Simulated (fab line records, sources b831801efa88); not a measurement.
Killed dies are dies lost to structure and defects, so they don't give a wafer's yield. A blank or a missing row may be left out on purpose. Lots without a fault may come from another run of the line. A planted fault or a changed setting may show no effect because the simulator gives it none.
Chamber matching | flow sky130 | SKY_METAL3_ETCH_17 on rie_diel-01: 4 sister chambers
The step etches SiO2 in C4F8/O2/Ar, stops on TiN, time 3.9 s, target depth 15 nm. 8 wafers are shown with their chamber, then 8 later ones without.

WAFERS WITH THEIR CHAMBER
wafer  | chamber | oes_product_au (a.u.)
L080.5 | 2       | 0.755
L080.6 | 3       | 0.760
L081.2 | 0       | 0.749
L081.6 | 1       | 0.768
L082.2 | 3       | 0.747
L082.4 | 0       | 0.755
L082.6 | 1       | 0.754
L087.3 | 2       | 0.757

WAFERS WITHOUT THEIR CHAMBER
wafer  | oes_product_au (a.u.)
L087.4 | 0.757
L087.6 | 0.752
L091.2 | 0.753
L091.3 | 0.754
L091.4 | 0.743
L093.4 | 0.751
L093.5 | 0.753
L093.6 | 0.746

WHICH CHAMBER EACH WENT THROUGH
wafer  | from the rows above               | in truth
L087.4 | can't be placed: 2 or 3 or 1 or 0 | 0
L087.6 | can't be placed: 0 or 3 or 2 or 1 | 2
L091.2 | can't be placed: 3 or 0 or 2 or 1 | 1
L091.3 | can't be placed: 3 or 0 or 2 or 1 | 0
L091.4 | can't be placed: 0 or 3 or 2 or 1 | 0
L093.4 | can't be placed: 0 or 3 or 2 or 1 | 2
L093.5 | can't be placed: 3 or 0 or 2 or 1 | 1
L093.6 | can't be placed: 0 or 3 or 2 or 1 | 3
Placed correctly: 0 of 8. Can't be placed from these rows: 8 (the true chamber is among the candidates in 8). Placed wrongly: 0.
How it was worked out, from the rows above alone: a wafer's distance from a chamber is the root of the sum, over the readings, of the square of ((its reading less the chamber's mean) divided by the reading's scatter). The wafer belongs to the nearest chamber; if the next one is less than 2 further off, it can't be placed. A chamber's mean is the mean of its shown wafers. The scatter: the root of (the sum of the squares of (reading less its chamber's mean) over the shown wafers, divided by (wafers less chambers)).
